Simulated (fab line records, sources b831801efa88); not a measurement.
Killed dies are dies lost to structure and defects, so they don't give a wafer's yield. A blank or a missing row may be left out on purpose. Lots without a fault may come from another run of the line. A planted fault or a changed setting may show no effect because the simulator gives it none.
fab line records | flow sky130
record lots=6 wafers=16 last_day=50
route steps=708 shown METAL5@671 PASSIVATION@681 PAD_OPEN@694
lots that met no fault: from a run of the same line without faults
start_h: hours from the record's first day to the start of the lot's first wafer shown | wait_h: hours since the lot's step before | " the same as in the row above | L1.1+2: a row that stands for several wafers | - no value, or no start given | * or withheld: withheld | < > ~ a bound
route shown NAME@n: a module of which the file shows steps, and the number in the route of the first | usual: mean/standard deviation of fault-free wafers | same: alike in all rows | chamber/n: place in a boat | sites: the reading at each site | _std_site: their standard deviation | _edge_site: outer sites' mean less inner sites' | radius_mm: how far each site lies from the wafer's centre | mask NAME#n: copy n | behind: the tool/chamber that last shaped the wafer | hold: why the lot was held/for how many hours/how that ended | device: the transistor (n, p or np) that didn't switch | end of line: the same wafers' tests at the end of the route | a step without rows: its recipe alone | killed: dies lost to structure and defects at the first sort, not the wafer's yield | map: a wafer's dies, x killed, . not, _ none there
set.NAME: the setting as run; set.NAME@STEP: as run at that earlier step | model.NAME: the simulator's own value behind a step, which no gauge read
lots at some steps of the route; a table a step, a row a wafer
services: from which hour (start_h, from the record's first day; less than 0 if before it) a tool's chamber was out of use, for how many hours, and why
## steps
# step SKY_METAL5_SOFTBAKE_10
# recipe temp_c=90 time_s=60 resist=NOVOLAK
# step SKY_METAL5_EXPOSE_11
# recipe mask_id=MM5 na=0.6 source_shape=conventional sigma_outer=0.6 polarization=unpolarized target_cd_nm=1600 dose_mj=190
# step SKY_METAL5_PEB_12
# recipe temp_c=withheld time_s=* resist=NOVOLAK
# step SKY_METAL5_DEVELOP_13
# recipe resist=NOVOLAK developer=TMAH develop_time_s=60 dev_temp_c=23
# step SKY_METAL5_DESCUM_14
# recipe chemistry=O2 source_power_w=150 bias_power_w=0 pressure_mtorr=10 temp_c=40 time_s=11
# usual drypump_motor_current_A=5.6/0.46 oes_product_au=0.998/0.0061
# same time_s=11
# columns lot.wafer tool chamber start_h wait_h drypump_motor_current_A oes_product_au rf_hours_counter_h
L387.2 rie_metal-02 0 1001.11 0.1 5.7 1.002 18
L387.3 " 0 " " 5.7 1.004 -
L387.5 " 1 " " 5.1 1.000 -
L390.2 rie_metal-02 0 1061.63 0.1 5.8 1.002 -
L390.3 " 0 " " 5.7 0.991 -
L390.6 " 0 " " 5.7 1.000 -
L392.2 rie_metal-03 1 1066.47 0.1 5.2 0.992 11
L392.3 " 0 " " 6.0 0.991 -
L392.4 " 1 " " 5.2 0.994 -
L396.2 rie_metal-02 1 1098.60 0.1 5.1 0.995 11
L396.3 " 0 " " 5.7 0.985 -
L396.4 " 1 " " 5.1 0.994 -
L404.1 rie_metal-03 1 1144.97 0.1 5.2 0.987 17
L404.5 " 1 " " 5.2 0.987 -
L407.3 rie_metal-02 1 1156.93 0.1 5.1 1.003 -
L407.5 " 0 " " 5.8 0.997 -
# step SKY_METAL5_METAL_ETCH_15
# recipe target_depth_a=12600 stop_on=SiO2 over_etch_frac=0.2 time_s=252 chemistry=Cl2/BCl3 resist_sidewall_deg=86 pressure_mtorr=10 icp_w=900 bias_w=48.5 Cl2_flow_sccm=60 bcl3_flow_sccm=30
# usual drypump_motor_current_A=5.6/0.46 oes_product_au=0.894/0.0048 throttle_valve_pct=22.264/0.0086
# same time_s=252
# columns lot.wafer tool chamber start_h wait_h drypump_motor_current_A oes_product_au rf_hours_counter_h throttle_valve_pct
L387.2 rie_metal-02 0 1001.16 0.0 5.7 0.903 18 22.265
L387.3 " 0 " " 5.7 0.902 - 22.266
L387.5 " 1 " " 5.1 0.894 - 22.249
L390.2 rie_metal-02 0 1061.77 0.1 5.7 0.897 - 22.264
L390.3 " 0 " " 5.7 0.897 - 22.257
L390.6 " 0 " " 5.7 0.897 - 22.260
L392.2 rie_metal-03 1 1066.51 0.0 5.2 0.896 11 22.276
L392.3 " 0 " " 6.0 0.897 - 22.275
L392.4 " 1 " " 5.2 0.897 - 22.263
L396.2 rie_metal-02 1 1098.64 0.0 5.1 0.894 11 22.272
L396.3 " 0 " " 5.7 0.892 - 22.254
L396.4 " 1 " " 5.1 0.897 - 22.262
L404.1 rie_metal-03 1 1145.01 0.0 5.2 0.896 17 22.257
L404.5 " 1 " " 5.2 0.886 - 22.252
L407.3 rie_metal-02 1 1157.03 0.1 5.1 0.888 - 22.261
L407.5 " 0 " " 5.7 0.897 - 22.265
# step SKY_METAL5_STRIP_16
# recipe chemistry=O2/N2 power_w=1400 pressure_mtorr=1500 platen_temp_c=withheld o2_flow_sccm=3000 n2_flow_sccm=300 overash_fraction=0.5
# usual drypump_motor_current_A=5.9/0.52 n2_flow_sccm=300.0/0.75 oes_product_au=0.710/0.0043 strip_time_to_endpoint_s=13.12/0.088
# same overash_fraction=0.5
# columns lot.wafer tool chamber start_h wait_h drypump_motor_current_A n2_flow_sccm oes_product_au rf_hours_counter_h strip_time_to_endpoint_s
L387.2 plasma_asher-02 1 1001.47 0.2 6.3 299.3 0.707 118 12.99
L387.3 " 1 " " 6.3 299.9 0.712 - 13.01
L387.5 " 0 " " 6.4 299.4 0.704 - 13.09
L390.2 plasma_asher-04 1 1062.16 0.3 5.1 299.4 0.715 62 13.14
L390.3 " 0 " " 6.3 299.8 0.714 - 13.05
L390.6 " 0 " " 6.3 300.2 0.709 - 13.11
L392.2 plasma_asher-01 0 1066.74 0.2 5.4 301.3 0.712 32 13.19
L392.3 " 0 " " 5.4 301.0 0.715 - 13.24
L392.4 " 1 " " 5.9 300.7 0.715 - 13.21
L396.2 plasma_asher-02 0 1098.87 0.2 6.4 299.4 0.700 3 13.02
L396.3 " 1 " " 6.3 300.3 0.710 - 13.15
L396.4 " 0 " " 6.4 299.3 0.712 - 12.95
L404.1 plasma_asher-01 0 1145.24 0.2 5.4 300.1 0.713 39 13.07
L404.5 " 0 " " 5.4 300.3 0.707 - 13.02
L407.3 plasma_asher-04 1 1157.22 0.1 5.1 300.4 0.708 - 13.07
L407.5 " 0 " " 6.3 299.1 0.710 - 13.04
# step SKY_METAL5_STRIP_17
# recipe chemistry=post_etch_residue_remover time_s=1200 temp_c=72.5
# step SKY_METAL5_CLEAN_18
# recipe chemistry=IPA time_s=180 temp_c=25
# step SKY_METAL5_CLEAN_19
# recipe chemistry=O3/DIW dry=n2_spin
# step SKY_PASSIVATION_CVD_00
# recipe material=SiO2 target_thk_nm=90 temp_c=400 time_s=withheld rf_w=600
# step SKY_PASSIVATION_THK_MEAS_01
# recipe reads=SiO2_of_PASSIVATION_CVD_00
# usual PASSIVATION_CVD_00_THK=90.2/1.2
# columns lot.wafer tool chamber start_h wait_h PASSIVATION_CVD_00_THK[nm]
L387.2 film_metro-03 - 1002.10 - 88.4
L387.3 " - " " 89.3
L387.5 " - " " 89.8
L390.2 film_metro-03 - 1062.78 - 88.1
L390.3 " - " " 88.6
L390.6 " - " " 91.0
L392.2 film_metro-02 - 1067.47 - 89.8
L392.3 " - " " 90.1
L392.4 " - " " 91.3
L396.2 film_metro-04 - 1099.50 - 88.0
L396.3 " - " " 87.8
L396.4 " - " " 88.9
L404.1 film_metro-04 - 1145.85 - 91.2
L404.5 " - " " 92.6
L407.3 film_metro-04 - 1157.82 - 89.4
L407.5 " - " " 91.6
# step SKY_PASSIVATION_CVD_02
# recipe material=Si3N4 target_thk_nm=540 temp_c=400 time_s=withheld rf_w=450
# usual heater_power_w=724/98
# columns lot.wafer tool chamber start_h wait_h heater_power_w model.Si3N4_of_PASSIVATION_CVD_02.thk_nm
L387.2 pecvd-04 2 1002.15 0.0 599 544.1
L387.3 " 1 " " 811 534.7
L387.5 " 0 " " 650 543
L390.2 pecvd-02 0 1062.83 0.0 631 539.7
L390.3 " 2 " " 733 530.7
L390.6 " 1 " " 853 542.7
L392.2 pecvd-02 2 1067.52 0.0 610 539.2
L392.3 " 1 " " 824 536.2
L392.4 " 0 " " 663 544.1
L396.2 pecvd-03 1 1099.55 0.0 614 532.3
L396.3 " 0 " " 793 527.4
L396.4 " 1 " " 644 542
L404.1 pecvd-02 2 1145.91 0.1 653 535.4
L404.5 " 0 " " 536 420.1
L407.3 pecvd-02 0 1157.86 0.0 653 525.2
L407.5 " 2 " " 697 428.5
# step SKY_PASSIVATION_THK_MEAS_03
# recipe reads=Si3N4_of_PASSIVATION_CVD_02
# usual PASSIVATION_CVD_02_THK=540/6.6
# columns lot.wafer tool chamber start_h wait_h PASSIVATION_CVD_02_THK[nm]
L387.2 film_metro-02 - 1002.38 - 544
L387.3 " - " " 535
L387.5 " - " " 543
L390.2 film_metro-03 - 1063.07 - 540
L390.3 " - " " 531
L390.6 " - " " 543
L392.2 film_metro-02 - 1067.75 - 539
L392.3 " - " " 537
L392.4 " - " " 544
L396.2 film_metro-03 - 1099.78 - 532
L396.3 " - " " 527
L396.4 " - " " 542
L404.1 film_metro-04 - 1146.14 - 535
L404.5 " - " " 420
L407.3 film_metro-02 - 1158.11 - 525
L407.5 " - " " 428
# step SKY_PASSIVATION_DEHYDRATE_04
# recipe temp_c=200 time_s=60
# step SKY_PASSIVATION_HMDS_05
# recipe prime_time_s=60 prime_temp_c=120
# step SKY_PASSIVATION_COAT_06
# recipe spin_rpm=2000 resist_thk_nm=3000
# step SKY_PASSIVATION_SOFTBAKE_07
# recipe temp_c=110 time_s=withheld
# step SKY_PASSIVATION_EXPOSE_08
# recipe mask_id=NSM target_cd_nm=3000 na=0.57 dose_mj=260
# step SKY_PASSIVATION_PEB_09
# recipe temp_c=115 time_s=withheld
# step SKY_PASSIVATION_DEVELOP_10
# recipe develop_time_s=60 dev_temp_c=23
# step SKY_PASSIVATION_ETCH_11
# recipe chemistry=CF4/O2 target_depth_nm=725 stop_on=AlCu source_w=800 bias_w=150 pressure_mtorr=150 cf4_flow_sccm=80 O2_flow_sccm=10 time_s=161.1
# usual O2_flow_sccm=10.001/0.03 drypump_motor_current_A=5.8/0.4 oes_product_au=0.978/0.0066 throttle_valve_pct=5.966/0.011
# same time_s=161.1
# columns lot.wafer tool chamber start_h wait_h O2_flow_sccm drypump_motor_current_A oes_product_au rf_hours_counter_h throttle_valve_pct model.PASSIVATION.feature_depth_nm model.etch.depth_nm
L387.2 rie_diel-03 1 1026.07 - 10.006 6.1 0.984 8 5.959 707.4 707.4
L387.3 " 3 " " 10.037 5.1 0.973 10 5.951 699.1 699.1
L387.5 " 3 " " 9.998 5.0 0.979 - 5.981 707.7 707.7
L390.2 rie_diel-03 0 1083.02 - 9.995 5.8 0.981 15 5.955 701.6 701.6
L390.3 " 2 " " 10.008 5.9 0.967 18 5.962 693.8 693.8
L390.6 " 0 " " 10.011 5.8 0.977 - 5.988 707.7 707.7
L392.2 rie_diel-02 2 1087.50 - 9.969 5.6 0.972 5 5.953 704.1 704.1
L392.3 " 0 " " 10.006 5.1 0.981 18 5.981 701.6 701.6
L392.4 " 3 " " 10.034 5.9 0.983 19 5.964 710 710
L396.2 rie_diel-02 2 1119.20 - 9.937 5.6 0.967 6 5.978 694.6 694.6
L396.3 " 1 " " 10.030 6.2 0.959 24 5.964 690.1 690.1
L396.4 " 0 " " 9.984 5.2 0.985 18 5.957 705.2 705.2
L404.1 rie_diel-04 1 1164.66 - 9.997 5.5 0.980 22 5.965 701.9 701.9
L404.5 " 1 " " 9.976 5.5 0.880 - 5.936 588.1 588.1
L407.3 rie_diel-03 1 1176.05 - 9.998 6.0 0.973 14 5.971 689.2 689.2
L407.5 " 2 " " 10.047 5.9 0.885 - 5.935 595.1 595.1
# step SKY_PASSIVATION_STRIP_12
# recipe chemistry=O2/N2 power_w=1400 pressure_mtorr=1500 platen_temp_c=withheld overash_fraction=0.7 o2_flow_sccm=3000 n2_flow_sccm=300
# usual drypump_motor_current_A=5.6/0.41 n2_flow_sccm=300.0/0.94 oes_product_au=0.660/0.005 strip_time_to_endpoint_s=31.52/0.11
# same overash_fraction=0.7
# columns lot.wafer tool chamber start_h wait_h drypump_motor_current_A n2_flow_sccm oes_product_au rf_hours_counter_h strip_time_to_endpoint_s
L387.2 plasma_asher-04 1 1026.18 0.1 5.1 301.3 0.663 59 31.50
L387.3 " 1 " " 5.1 302.5 0.659 - 31.45
L387.5 " 0 " " 6.3 300.2 0.666 - 31.42
L390.2 plasma_asher-03 0 1083.13 0.1 5.7 299.3 0.666 93 31.55
L390.3 " 1 " " 5.3 299.3 0.664 - 31.51
L390.6 " 0 " " 5.7 299.1 0.655 - 31.39
L392.2 plasma_asher-03 1 1087.61 0.1 5.3 298.2 0.664 93 31.51
L392.3 " 0 " " 5.7 300.5 0.658 - 31.56
L392.4 " 1 " " 5.3 300.2 0.662 - 31.62
L396.2 plasma_asher-04 0 1119.31 0.1 6.3 299.5 0.663 68 31.50
L396.3 " 1 " " 5.1 302.1 0.659 - 31.52
L396.4 " 0 " " 6.3 300.2 0.667 - 31.46
L404.1 plasma_asher-04 1 1164.76 0.1 5.1 300.2 0.658 72 31.46
L404.5 " 0 " " 6.3 300.9 0.663 - 31.35
L407.3 plasma_asher-03 1 1176.19 0.1 5.3 300.3 0.660 - 31.65
L407.5 " 0 " " 5.7 298.2 0.664 - 31.48
# step SKY_PAD_OPEN_DEHYDRATE_00
# recipe temp_c=200 time_s=60
# step SKY_PAD_OPEN_HMDS_01
# recipe prime_time_s=60 prime_temp_c=120
# step SKY_PAD_OPEN_COAT_02
# recipe spin_rpm=2000 resist_thk_nm=3000
# step SKY_PAD_OPEN_SOFTBAKE_03
# recipe temp_c=110 time_s=withheld
# step SKY_PAD_OPEN_EXPOSE_04
# recipe mask_id=PDM target_cd_nm=60000 na=0.57 dose_mj=260
# step SKY_PAD_OPEN_PEB_05
# recipe temp_c=115 time_s=withheld
# step SKY_PAD_OPEN_DEVELOP_06
# recipe develop_time_s=60 dev_temp_c=23
# step SKY_PAD_OPEN_ETCH_07
# recipe chemistry=CF4/O2 target_depth_nm=725 stop_on=AlCu source_w=800 bias_w=150 pressure_mtorr=150 cf4_flow_sccm=80 O2_flow_sccm=10 time_s=161.1
# usual O2_flow_sccm=10.001/0.029 drypump_motor_current_A=5.9/0.46 oes_product_au=0.980/0.0076 throttle_valve_pct=5.965/0.0096
# same time_s=161.1
# columns lot.wafer tool chamber start_h wait_h O2_flow_sccm drypump_motor_current_A oes_product_au rf_hours_counter_h throttle_valve_pct model.PAD_OPEN.feature_depth_nm model.etch.depth_nm
L387.2 rie_diel-04 1 1048.36 - 10.002 5.5 0.978 19 5.966 707.4 707.4
L387.3 " 3 " " 9.983 6.5 0.983 17 5.964 699.1 699.1
L387.5 " 1 " " 9.953 5.5 0.982 - 5.978 707.7 707.7
L390.2 rie_diel-02 3 1103.66 - 9.998 5.9 0.977 20 5.970 701.6 701.6
L390.3 " 2 " " 9.982 5.6 0.973 5 5.982 693.8 693.8
L390.6 " 2 " " 10.006 5.6 0.988 - 5.963 707.7 707.7
L392.2 rie_diel-02 2 1108.22 - 10.001 5.6 0.972 5 5.968 704.1 704.1
L392.3 " 3 " " 10.002 5.9 0.976 20 5.959 701.6 701.6
L392.4 " 1 " " 10.035 6.2 0.984 24 5.945 710 710
L396.2 rie_diel-02 1 1137.46 - 10.073 6.2 0.968 24 5.958 694.6 694.6
L396.3 " 0 " " 10.007 5.1 0.966 19 5.947 690.1 690.1
L396.4 " 2 " " 10.022 5.6 0.984 6 5.967 705.2 705.2
L404.1 rie_diel-04 2 1182.47 - 10.002 5.8 0.969 27 5.963 701.9 701.9
L404.5 " 3 " " 9.987 6.5 0.879 - 5.939 588.1 588.1
L407.3 rie_diel-04 2 1192.12 - 10.029 5.8 0.972 28 5.972 689.2 689.2
L407.5 " 2 " " 10.025 5.8 0.886 - 5.927 595.1 595.1
# step SKY_PAD_OPEN_STRIP_08
# recipe chemistry=O2/N2 power_w=1400 pressure_mtorr=1500 platen_temp_c=withheld overash_fraction=0.7 o2_flow_sccm=3000 n2_flow_sccm=300
# usual drypump_motor_current_A=5.9/0.5 n2_flow_sccm=300.0/0.94 oes_product_au=0.663/0.0048
# same overash_fraction=0.7
# columns lot.wafer tool chamber start_h wait_h drypump_motor_current_A n2_flow_sccm oes_product_au rf_hours_counter_h
L387.2 plasma_asher-02 0 1048.47 0.1 6.4 300.1 0.665 122
L387.3 " 0 " " 6.4 297.9 0.658 -
L387.5 " 1 " " 6.3 299.6 0.660 -
L390.2 plasma_asher-02 0 1103.76 0.1 6.4 300.9 0.659 4
L390.3 " 0 " " 6.4 301.4 0.659 -
L390.6 " 0 " " 6.4 301.3 0.664 -
L392.2 plasma_asher-03 0 1108.33 0.1 5.7 299.6 0.669 95
L392.3 " 1 " " 5.3 299.8 0.663 -
L392.4 " 0 " " 5.7 298.4 0.656 -
L396.2 plasma_asher-02 1 1137.56 0.1 6.3 300.5 0.653 7
L396.3 " 0 " " 6.4 300.9 0.655 -
L396.4 " 1 " " 6.3 299.7 0.662 -
L404.1 plasma_asher-02 0 1182.58 0.1 6.4 301.4 0.660 12
L404.5 " 0 " " 6.4 298.9 0.671 -
L407.3 plasma_asher-03 0 1192.26 0.1 5.8 300.1 0.668 -
L407.5 " 0 " " 5.8 299.7 0.655 -
# step SKY_PAD_OPEN_STRIP_09
# recipe chemistry=post_etch_residue_remover time_s=1200 temp_c=72.5
# same time_s=1200
# columns lot.wafer tool chamber start_h wait_h model.Si3N4_of_PASSIVATION_CVD_02.thk_nm
L387.2 wet_bench-04 1 1048.62 0.1 543.7
L387.3 " 1 " " 534.3
L387.5 " 1 " " 542.6
L390.2 wet_bench-04 3 1103.86 0.1 539.4
L390.3 " 3 " " 530.3
L390.6 " 3 " " 542.3
L392.2 wet_bench-01 2 1108.43 0.1 538.9
L392.3 " 2 " " 535.9
L392.4 " 2 " " 543.7
L396.2 wet_bench-01 3 1137.66 0.1 531.9
L396.3 " 3 " " 527.1
L396.4 " 3 " " 541.6
L404.1 wet_bench-02 0 1182.68 0.1 535.1
L404.5 " 0 " " 419.7
L407.3 wet_bench-04 2 1192.49 0.2 524.8
L407.5 " 2 " " 428.2
# step SKY_PAD_OPEN_CLEAN_10
# recipe chemistry=IPA time_s=180 temp_c=25
# step SKY_PAD_OPEN_PROBE_99
# usual defect_limited_yield=82.5/1.8 killed_at_M0_to_M3=43/6.6 killed_at_M4_up=3.2/1.8 killed_at_contacts=24/5 killed_at_front_end=15/4.5 killed_at_other=0.2/0.46 killed_dies=86/8.8 killed_open=48/6.6 killed_short=38/6.1 sort_bin_3_pad_short=0.8/0.42 sort_bin_5_function=10.4/1.4 sort_bin_6_memory=6.3/1 sort_n_pass=406/8.8 sort_yield_pct=82.5/1.8
# same gross_dies=492 killed_at_back_side=0 sort_bin_4_leakage[%]=0 sort_bin_8_speed[%]=0
# columns lot.wafer tool chamber start_h wait_h defect_limited_yield[%] killed_at_M0_to_M3 killed_at_M4_up killed_at_contacts killed_at_front_end killed_at_other killed_dies killed_open killed_short sort_bin_3_pad_short[%] sort_bin_5_function[%] sort_bin_6_memory[%] sort_n_pass sort_yield_pct[%]
L387.2 prober-02 - 1050.78 0.1 79.3 46 3 33 20 0 102 53 49 1.4 12.4 6.9 390 79.3
L387.3 prober-02 - 1050.83 0.2 80.3 47 4 35 11 0 97 58 39 1.2 11.0 7.5 395 80.3
L387.5 prober-02 - 1050.93 0.2 78.7 60 2 23 19 1 105 49 56 0.6 11.8 8.9 387 78.7
L390.2 prober-01 - 1106.09 0.1 84.1 37 3 27 11 0 78 43 35 1.0 9.6 5.3 414 84.1
L390.3 prober-01 - 1106.14 0.2 84.1 42 2 16 18 0 78 39 39 0 9.1 6.7 414 84.1
L390.6 prober-01 - 1106.29 0.2 82.3 47 0 28 12 0 87 44 43 0.8 11.6 5.3 405 82.3
L392.2 prober-01 - 1110.94 0.1 79.1 51 6 29 17 0 103 55 48 1.0 12.2 7.7 389 79.1
L392.3 prober-01 - 1110.99 0.2 83.3 41 1 21 18 1 82 47 35 0.6 10.6 5.5 410 83.3
L392.4 prober-01 - 1111.04 0.2 80.9 44 1 33 16 0 94 48 46 1.4 12.4 5.3 398 80.9
L396.2 prober-02 - 1139.84 0.1 82.7 37 3 27 17 1 85 48 37 0.6 9.3 7.3 407 82.7
L396.3 prober-02 - 1139.89 0.2 80.1 43 7 33 15 0 98 61 37 0.4 11.8 7.7 394 80.1
L396.4 prober-02 - 1139.94 0.2 80.9 50 6 27 11 0 94 51 43 0.8 11.8 6.5 398 80.9
L404.1 prober-02 - 1184.81 0.1 81.5 40 2 36 13 0 91 56 35 0.6 10.6 7.3 401 81.5
L404.5 prober-02 - 1185.01 0.2 85.4 39 0 24 9 0 72 44 28 0.8 8.5 5.3 420 85.4
L407.3 prober-01 - 1194.79 0.2 81.3 43 4 21 24 0 92 52 40 1.4 11.0 6.3 400 81.3
L407.5 prober-01 - 1194.89 0.2 84.3 43 3 17 14 0 77 47 30 0.4 8.9 6.3 415 84.3
# killed by level:class
L387.2 CONTACT:geometric_particle:open=10 VIA1:geometric_particle:open=9 VIA3:geometric_particle:open=9 LOCAL_INTERCONNECT:geometric_particle:short=8 FIELD_ISO:geometric_particle:short=7 VIA2:geometric_particle:short=6 LI_CONTACT:geometric_particle:open=5 CONTACT:geometric_particle:short=5
L387.3 CONTACT:geometric_particle:open=16 VIA3:geometric_particle:open=9 METAL2:geometric_particle:short=7 LI_CONTACT:geometric_particle:open=7 VIA1:geometric_particle:open=7 METAL1:geometric_particle:short=6 VIA2:geometric_particle:open=6 FIELD_ISO:geometric_particle:open=4
L387.5 CONTACT:geometric_particle:open=13 VIA1:geometric_particle:open=11 METAL1:geometric_particle:short=11 FIELD_ISO:geometric_particle:short=9 VIA3:geometric_particle:open=9 VIA1:geometric_particle:short=9 CONTACT:geometric_particle:short=5 METAL2:geometric_particle:short=5
L390.2 CONTACT:geometric_particle:open=9 VIA1:geometric_particle:open=9 LI_CONTACT:geometric_particle:open=8 METAL2:geometric_particle:short=5 VIA2:geometric_particle:short=5 VIA2:geometric_particle:open=5 METAL1:geometric_particle:short=4 POLY_GATE:geometric_particle:short=3
L390.3 VIA1:geometric_particle:open=8 VIA1:geometric_particle:short=6 VIA3:geometric_particle:open=6 FIELD_ISO:geometric_particle:open=5 VIA3:geometric_particle:short=5 LI_CONTACT:geometric_particle:open=4 CONTACT:geometric_particle:open=4 METAL1:geometric_particle:short=4
L390.6 VIA1:geometric_particle:open=15 VIA1:geometric_particle:short=11 CONTACT:geometric_particle:open=10 VIA2:geometric_particle:open=9 LI_CONTACT:geometric_particle:short=5 LI_CONTACT:geometric_particle:open=5 LOCAL_INTERCONNECT:geometric_particle:short=5 FIELD_ISO:geometric_particle:short=4
L392.2 CONTACT:geometric_particle:open=13 VIA2:geometric_particle:open=11 VIA1:geometric_particle:open=10 FIELD_ISO:geometric_particle:short=9 METAL1:geometric_particle:short=7 LI_CONTACT:geometric_particle:open=6 CONTACT:geometric_particle:short=6 VIA3:geometric_particle:open=6
L392.3 VIA1:geometric_particle:open=13 CONTACT:geometric_particle:open=8 FIELD_ISO:geometric_particle:short=7 VIA1:geometric_particle:short=7 LI_CONTACT:geometric_particle:open=5 VIA2:geometric_particle:open=5 METAL1:geometric_particle:short=5 SPACER:geometric_particle:open=4
L392.4 CONTACT:geometric_particle:open=11 VIA2:geometric_particle:open=10 CONTACT:geometric_particle:short=9 FIELD_ISO:geometric_particle:open=7 LI_CONTACT:geometric_particle:open=7 METAL2:geometric_particle:short=6 VIA2:geometric_particle:short=5 LOCAL_INTERCONNECT:geometric_particle:short=5
L396.2 CONTACT:geometric_particle:open=11 VIA1:geometric_particle:open=11 LI_CONTACT:geometric_particle:open=7 FIELD_ISO:geometric_particle:open=6 VIA1:geometric_particle:short=6 FIELD_ISO:geometric_particle:short=5 VIA3:geometric_particle:open=4 LOCAL_INTERCONNECT:geometric_particle:short=3
L396.3 LI_CONTACT:geometric_particle:open=15 VIA1:geometric_particle:open=10 POLY_GATE:geometric_particle:open=8 CONTACT:geometric_particle:open=7 VIA1:geometric_particle:short=6 VIA2:geometric_particle:open=6 VIA3:geometric_particle:open=5 METAL4:geometric_particle:short=5
L396.4 CONTACT:geometric_particle:open=11 VIA2:geometric_particle:open=10 VIA1:geometric_particle:open=9 VIA3:geometric_particle:open=8 LI_CONTACT:geometric_particle:open=7 METAL1:geometric_particle:short=6 CONTACT:geometric_particle:short=5 METAL2:geometric_particle:short=5
L404.1 CONTACT:geometric_particle:open=16 VIA3:geometric_particle:open=11 LI_CONTACT:geometric_particle:open=9 VIA1:geometric_particle:open=6 METAL2:geometric_particle:short=5 LI_CONTACT:geometric_particle:short=4 CONTACT:geometric_particle:short=4 LOCAL_INTERCONNECT:geometric_particle:short=3
L404.5 VIA1:geometric_particle:open=15 CONTACT:geometric_particle:open=8 LI_CONTACT:geometric_particle:open=7 CONTACT:geometric_particle:short=5 METAL1:geometric_particle:open=5 VIA1:geometric_particle:short=4 METAL2:geometric_particle:short=4 FIELD_ISO:geometric_particle:short=3
L407.3 CONTACT:geometric_particle:open=12 VIA1:geometric_particle:short=9 VIA1:geometric_particle:open=9 FIELD_ISO:geometric_particle:open=7 VIA2:geometric_particle:open=7 FIELD_ISO:geometric_particle:short=6 VIA3:geometric_particle:open=5 METAL1:geometric_particle:short=5
L407.5 VIA1:geometric_particle:open=15 CONTACT:geometric_particle:open=7 METAL1:geometric_particle:short=5 VIA2:geometric_particle:open=5 METAL2:geometric_particle:short=4 VIA3:geometric_particle:open=4 VIA3:geometric_particle:short=4 POLY_GATE:geometric_particle:short=3
## services
# columns tool chamber start_h hours kind
rie_metal-02 1 985.34 6.1 repair
wet_bench-04 - 994.38 1.1 repair
plasma_asher-03 - 1011.45 2.4 repair
rie_diel-02 - 1016.33 2.8 pm
plasma_asher-03 - 1023.21 4.3 pm
rie_diel-03 - 1038.96 1.5 repair
rie_metal-03 - 1042.06 2.8 pm
rie_metal-02 1 1042.39 22.7 repair
rie_metal-02 - 1043.35 14.6 pm
plasma_asher-02 - 1055.25 9.0 pm
rie_diel-03 3 1056.97 8.2 repair
pecvd-02 - 1066.22 1.1 repair
rie_metal-02 - 1071.00 2.8 pm
rie_diel-02 3 1081.34 4.4 repair
pecvd-02 - 1097.80 2.8 pm
rie_diel-03 3 1117.05 10.8 repair
rie_diel-03 0 1117.25 9.5 repair
rie_diel-02 1 1120.97 3.7 repair
rie_diel-04 3 1127.34 6.8 repair
rie_diel-04 - 1128.62 0.2 repair
rie_diel-03 3 1153.08 9.3 repair
rie_diel-03 0 1159.64 2.3 repair
rie_diel-02 - 1167.17 22.0 repair
rie_diel-02 - 1186.60 1.0 repair
## key
first_sign step=SKY_PASSIVATION_THK_MEAS_03 reading=PASSIVATION_CVD_02_THK direction=down sigmas=18 usual=540 struck=424
effect step=SKY_PASSIVATION_ETCH_11 reading=oes_product_au direction=down sigmas=15 usual=0.978 struck=0.883
effect step=SKY_PAD_OPEN_ETCH_07 reading=oes_product_au direction=down sigmas=13 usual=0.980 struck=0.882
model_effect step=SKY_PASSIVATION_CVD_02 value=Si3N4_of_PASSIVATION_CVD_02.thk_nm without=543.5 struck=424.3
model_effect step=SKY_PASSIVATION_ETCH_11 value=PASSIVATION.feature_depth_nm without=710.8 struck=591.6
model_effect step=SKY_PAD_OPEN_ETCH_07 value=PAD_OPEN.feature_depth_nm without=710.8 struck=591.6
model_effect step=SKY_PAD_OPEN_STRIP_09 value=Si3N4_of_PASSIVATION_CVD_02.thk_nm without=543.1 struck=424
met_at SKY_PASSIVATION_CVD_02
struck_wafers L404.5,L407.5
onset_between 1067.52 1145.91
fault kind=process_parameter_drift tool=pecvd-02 chamber=- onset_h=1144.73 steps=SKY_PASSIVATION_CVD_02 channel=target_thk_nm offset=-118.29 shape=step end_h=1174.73 scope=struck_wafers_only acts_in=these_recipes_only stated=540
